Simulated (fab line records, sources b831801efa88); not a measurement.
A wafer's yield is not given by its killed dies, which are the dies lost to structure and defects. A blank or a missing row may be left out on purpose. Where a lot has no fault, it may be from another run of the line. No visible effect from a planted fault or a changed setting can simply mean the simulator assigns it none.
The same fault as seen by 2 desks + flow sky130 + each desk holds nothing but its own numbers, with what lay behind them at the end

== AT THE METROLOGY DESK ==
Means of the sampled wafers that have a number, per lot and without regard to the tool the lot ran on: this is what the gauges read. Any lot whose mean is over 4 standard deviations away from the usual mean is out of limits and marked OUT; that distance is given in the brackets.
Columns: A = VIA4_HDPCVD_THK at SKY_VIA4_THK_MEAS_01, usual 1757 nm
| lot  | first seen here | A    |
|------|-----------------|------|
| L121 | day 42 21:06    | 1762 |
| L123 | day 43 05:07    | 1728 |
| L122 | day 43 06:29    | 1746 |
| L126 | day 44 03:38    | 1760 |
| L130 | day 45 08:49    | 1748 |
| L131 | day 45 15:30    | 1746 |
| L132 | day 45 21:17    | 1759 |
| L133 | day 45 21:58    | 1751 |
| L135 | day 46 16:41    | 1777 |
| L136 | day 46 21:27    | 1745 |
| L141 | day 48 00:16    | 1752 |
| L143 | day 48 08:19    | 1760 |
Result from this desk: across the 12 lots, nothing is out of limits.

== AT THE TOOL OWNER'S DESK: pvd_sputter-02 ==
The tool's own readings at SKY_METAL5_SPUTTER_01 (material TiN, target thk 20 nm, time 16.48 s): means of the sampled wafers that have a number, for each lot that ran on this tool. Any lot whose mean is over 4 standard deviations away from the usual mean is out of limits and marked OUT; that distance is given in the brackets.
Columns: A = throttle_valve_pct at SKY_METAL5_SPUTTER_01, usual 29.5 %
| lot  | first seen here | A    |
|------|-----------------|------|
| L123 | day 44 05:02    | 29.2 |
| L130 | day 46 08:44    | 29.3 |
| L131 | day 46 14:41    | 29.1 |
| L132 | day 46 20:34    | 29.2 |
| L133 | day 46 21:26    | 28.7 |
| L143 | day 49 06:14    | 30.2 |
Result from this desk: across the 6 lots, nothing is out of limits.

== ALL TOGETHER ==
Metrology desk: nothing out of limits seen.
The desk of the tool owner found nothing out of limits.

== WHAT HAD BEEN PUT IN BY THE SIMULATOR ==
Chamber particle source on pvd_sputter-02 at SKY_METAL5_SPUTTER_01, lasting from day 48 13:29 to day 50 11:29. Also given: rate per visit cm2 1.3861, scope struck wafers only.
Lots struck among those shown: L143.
